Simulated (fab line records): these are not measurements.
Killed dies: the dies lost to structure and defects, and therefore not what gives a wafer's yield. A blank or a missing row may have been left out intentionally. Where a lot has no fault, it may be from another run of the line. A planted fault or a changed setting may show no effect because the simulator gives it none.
A lot that was struck, set against a sound lot + flow sfqLine + 19 steps out of a route of 325
Sound: the wafers L462.1, L462.3, L462.5. Struck: wafer L468.6 (left out: L468.1, L468.5 of the same lot, which were not struck); the cause appears at the end.
Each step with rows lists, per side, the tool, then ch with its chambers, then its first start. Under that, the readings that differ: sound wafers + struck wafers + difference of the means + sigmas: that difference in standard deviations of wafers without a fault.
alike: a reading whose means differ by less than 2 such deviations, as well as words and numbers matching on both sides. not compared: withheld readings; readings where some wafer has no value; bounds like >300 that might hide an equal value; numbers whose values overlap and for which the record gives no deviation.
Wherever a step has rows on one side only, a row that says differs or no value, or a row with sigmas, the two part there. Numbers that don't overlap but have no deviation are shown without sigmas and don't part them. A reading that every wafer of one side lacks parts them only if that side has two wafers or more.

first, 4 steps without rows for these wafers: SFQ_TRILAYER_L0_LITHO_SOFTBAKE_009; SFQ_TRILAYER_L0_LITHO_EXPOSE_006 (exposes mask L0, target cd 2000 nm); SFQ_TRILAYER_L0_LITHO_PEB_008 (peb time 60 s); SFQ_TRILAYER_L0_LITHO_DEVELOP_007 (time 60 s).
SFQ_TRILAYER_L0_BARC_OPEN_METAL_ETCH_010: etches BARC in O2, target depth 125 nm, time 41.7 s.
  sound on rieMetal-02 ch 0,1, day 2 10:49; struck on rieMetal-04 ch 1, day 3 16:49
| reading                  | sound       | struck | difference | sigmas |
|--------------------------|-------------|--------|------------|--------|
| drypumpMotorCurrentA (A) | 5.6 6.4 6.5 | 5.0    | -1.2       | -2     |
  alike: oesProductAu, rfFwdPowerW
  not compared: rfHoursCounterH
SFQ_TRILAYER_L0_ETCH_METAL_ETCH_008: etches MoNx KI in SF6/O2, stops on SiO2, target depth 50 nm, time 25 s.
  sound on rieMetal-02 ch 0,1, day 2 10:53; struck on rieMetal-04 ch 1, day 3 16:53
| reading                  | sound             | struck | difference | sigmas |
|--------------------------|-------------------|--------|------------|--------|
| drypumpMotorCurrentA (A) | 5.6 6.4 6.4       | 5.0    | -1.1       | -2     |
| oesProductAu (a.u.)      | 0.869 0.861 0.864 | 0.881  | +0.016     | +2     |
  alike: rfFwdPowerW
  not compared: rfHoursCounterH
SFQ_TRILAYER_L0_STRIP_STRIP_009: strips in O2.
  sound on rieMetal-02 ch 0,1, day 2 10:55; struck on rieMetal-04 ch 1, day 3 16:55
| reading                  | sound       | struck | difference | sigmas |
|--------------------------|-------------|--------|------------|--------|
| drypumpMotorCurrentA (A) | 5.6 6.5 6.5 | 5.0    | -1.2       | -2     |
  alike: oesProductAu
  not compared: rfHoursCounterH
then, 1 step without rows for these wafers: SFQ_TRILAYER_L0_STRIP_SOLV_CLEAN_010 (cleans in NMP, time 600 s).
SFQ_TRILAYER_L0_CAP_PECVD_011: deposits SiO2 from SiH4/N2O, time 13.333 s, target thk 60 nm.
  sound on pecvd-03 ch 0,2, day 2 11:42; struck on pecvd-03 ch 1, day 3 17:42
  alike: heaterPowerW, rfFwdPowerW, throttleValvePct
then, 3 steps without rows for these wafers: SFQ_TRILAYER_L0_VIA_LITHO_COAT_018 (resist thk 62 nm); SFQ_TRILAYER_L0_VIA_LITHO_COAT_013 (resist thk 650 nm); SFQ_TRILAYER_L0_VIA_LITHO_SOFTBAKE_017.
-- the record jumps here: 3 days lie between the struck wafers' starts before and after --
SFQ_TRILAYER_L0_VIA_LITHO_EXPOSE_014: exposes mask L0V, target cd 700 nm.
  sound on krfScanner-01 ch 0, day 5 03:37; struck on krfScanner-01 ch 0, day 6 16:49
  alike: mask
then, 2 steps without rows for these wafers: SFQ_TRILAYER_L0_VIA_LITHO_PEB_016 (peb time 60 s); SFQ_TRILAYER_L0_VIA_LITHO_DEVELOP_015 (time 60 s).
SFQ_L0V_OVL_MEAS_903:
  sound on overlay-01 at day 5 05:07; struck on overlay-02 at day 6 18:19
| reading      | sound | struck | difference | sigmas |
|--------------|-------|--------|------------|--------|
| L0V_OVL (nm) | 8 4 4 | -15    | -20        | -4     |
SFQ_TRILAYER_L0_VIA_BARC_OPEN_VIA_ETCH_021: etches BARC in O2, target depth 125 nm, time 41.7 s.
  sound on rieDiel-03 ch 0,1,3, day 5 05:10; struck on rieDiel-04 ch 3, day 6 18:22
| reading             | sound             | struck | difference | sigmas |
|---------------------|-------------------|--------|------------|--------|
| model.L0V.cdNm (nm) | 700.3 698.6 700.4 | 749.8  | +50.0      |        |
  alike: drypumpMotorCurrentA, oesProductAu, rfFwdPowerW
  not compared: rfHoursCounterH
SFQ_TRILAYER_L0_VIA_ETCH_VIA_ETCH_016: etches SiO2 in CHF3, stops on MoNx KI, target depth 80 nm.
  sound on rieDiel-03 ch 0,1,3, day 5 05:12; struck on rieDiel-04 ch 3, day 6 18:24
| reading             | sound           | struck | difference | sigmas |
|---------------------|-----------------|--------|------------|--------|
| model.L0V.cdNm (nm) | 700.3 698.4 700 | 749.8  | +50.2      |        |
  alike: drypumpMotorCurrentA, oesProductAu, rfFwdPowerW
SFQ_TRILAYER_L0_VIA_STRIP_STRIP_017: strips in O2.
  sound on rieMetal-03 ch 0, day 5 05:14; struck on rieMetal-04 ch 0, day 6 18:26
  alike: drypumpMotorCurrentA, oesProductAu
  not compared: rfHoursCounterH

## WHERE THEY PART
Earliest at SFQ_TRILAYER_L0_BARC_OPEN_METAL_ETCH_010; latest, in this record, at SFQ_L0V_OVL_MEAS_903. Later steps at which nothing parts them and some readings are alike: SFQ_TRILAYER_L0_VIA_BARC_OPEN_VIA_ETCH_021, SFQ_TRILAYER_L0_VIA_ETCH_VIA_ETCH_016, SFQ_TRILAYER_L0_VIA_STRIP_STRIP_017.

WHY: what had been put in by the simulator
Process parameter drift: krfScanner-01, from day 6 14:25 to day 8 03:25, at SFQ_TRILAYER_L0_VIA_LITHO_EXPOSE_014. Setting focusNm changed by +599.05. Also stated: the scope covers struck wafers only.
